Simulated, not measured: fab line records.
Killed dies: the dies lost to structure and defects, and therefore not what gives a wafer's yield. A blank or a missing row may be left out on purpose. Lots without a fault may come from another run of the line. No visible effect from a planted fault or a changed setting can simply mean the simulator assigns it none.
A lot that was struck, set against a sound lot -- flow sky130 -- 14 steps out of a route of 708
Sound: these wafers, L994.2, L994.3, L994.4. Wafers struck: L996.2, L996.3, L996.4. The cause comes at the end.
Each step with rows lists, per side, the tool, then ch with its chambers, then its first start. Under that, the readings that differ: sound wafers -- struck wafers -- difference of the means -- sigmas: that difference in standard deviations of wafers without a fault.
alike: same words and numbers on both sides, and readings whose means sit less than 2 such deviations apart. not compared: any withheld reading, any reading some wafer has no value for, any bound like >300 that may hide the same value, and any number with overlapping values for which the record gives no deviation.
The two part at a step that has a row with sigmas, a row that says differs or no value, or rows on one side only. Numbers that don't overlap but have no deviation are shown without sigmas and don't part them. A reading that every wafer of one side lacks parts them only if that side has two wafers or more.

SKY_CAPM_METAL_ETCH_13: etches TiN in Cl2/BCl3, stops on SiO2, target depth 220 nm, time 62.9 s.
  sound on rie metal-01 ch 0,1, day 39 19:01; struck on rie metal-03 ch 0,1, day 39 14:07
  alike: drypump motor current A, oes product au, throttle valve pct
  not compared: rf hours counter h
SKY_CAPM_STRIP_14: strips in O2/N2.
  sound on plasma asher-02 ch 0,1, day 39 19:06; struck on plasma asher-02 ch 0,1, day 39 14:11
  alike: drypump motor current A, oes product au, strip time to endpoint s
  not compared: rf hours counter h
then, 10 steps without rows for these wafers: SKY_CAPM_STRIP_15 (strips in post etch residue remover, time 1200 s); SKY_CAPM_CLEAN_16 (cleans in IPA, time 180 s); SKY_CAPM_CLEAN_17 (cleans in O3/DIW); SKY_METAL3_DEHYDRATE_05 (time 60 s); SKY_METAL3_HMDS_06 (prime time 60 s); SKY_METAL3_COAT_07 (resist thk 60 nm); SKY_METAL3_COAT_08 (resist thk 1140 nm); SKY_METAL3_SOFTBAKE_09 (time 90 s); SKY_METAL3_EXPOSE_10 (exposes mask MM3, target cd 300 nm); SKY_METAL3_PEB_11.
SKY_METAL3_DEVELOP_12: develop time 60 s.
  struck on litho track-04, day 40 14:00; sound on litho track-01 ch 0, day 40 19:00
  no value came back on the struck wafers for chill plate temp C (C), develop time s (s); on the sound wafers chill plate temp C (C) reads 22.97 22.85 23.02
reading,sound,struck,difference,sigmas
model.KrF-thick_of_METAL3_COAT_08.thk nm (nm),1129 1124 1126,1145 1140 1143,+16,
SKY_METAL3_CD_MEAS_13: the cd target is 300 nm.
  sound on cd sem-01 at day 40 20:01; struck on cd sem-02 at day 40 14:46
reading,sound,struck,difference,sigmas
cd nm (nm),300.9 300.5 299.8,- - -,no value on the struck wafers,

## WHERE THEY PART
Earliest at SKY_METAL3_DEVELOP_12; latest, in this record, at SKY_METAL3_CD_MEAS_13.

WHY: the cause the simulator had injected
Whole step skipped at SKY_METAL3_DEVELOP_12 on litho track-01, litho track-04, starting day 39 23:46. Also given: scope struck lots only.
